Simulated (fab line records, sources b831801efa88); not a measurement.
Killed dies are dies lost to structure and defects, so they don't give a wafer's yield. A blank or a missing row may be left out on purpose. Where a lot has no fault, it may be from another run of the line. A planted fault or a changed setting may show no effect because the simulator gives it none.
Which tool was responsible? | flow sky130 | 12 lots, 36 wafers sampled, at 1 step of a route of 708

WHAT THE GAUGES SHOWED, per wafer
SKY_LOCAL_INTERCONNECT_THK_MEAS_02: measures by xrf.
lot  | measured     | on            | LOCAL_INTERCONNECT_TIN_THK (nm)
L074 | day 29 17:40 | film metro-01 | 99.2 98.8 99.1
L076 | day 30 09:25 | film metro-04 | 99.0 99.0 98.7
L079 | day 31 09:55 | film metro-03 | 100.0 97.5 99.6
L080 | day 31 19:11 | film metro-03 | 100.1 100.0 99.5
L083 | day 32 10:22 | film metro-04 | 97.9 97.4 98.2
L085 | day 32 19:52 | film metro-03 | 100.2 100.3 99.8
L087 | day 33 17:46 | film metro-01 | 100.3 100.7 98.7
L089 | day 34 07:08 | film metro-04 | 98.1 97.6 97.1
L091 | day 34 17:46 | film metro-03 | 102.8 102.9 103.9
L093 | day 35 05:59 | film metro-01 | 101.3 101.3 100.6
L095 | day 35 15:35 | film metro-04 | 97.9 99.0 99.1
L097 | day 36 08:00 | film metro-04 | 100.1 99.6 98.7

TOOL THAT RAN EACH LOT (tool first, then ch and the chambers of the sampled wafers, then the start)
Record: no process step prior to these readings.

THE ANSWER, worked out from the rows above alone
Rule: usual is defined by the lots themselves. Put in order of their means at a reading, lots are off if they are a third of the lots or fewer, leave a main group of 4 or more, and stand apart from it by a gap of 3 or more times the standard deviation of the main group's means; of several such gaps the widest counts. Not used: any main group whose means are identical at the precision the tables above print for the reading. Also off: a lot with no number at a reading for which 4 or more lots have one. Where the step has rows for the other lots, those lots are counted as sound.
Nothing can be told from this: no lot is off at any reading shown.

WHAT THE SIMULATOR HAD PUT IN
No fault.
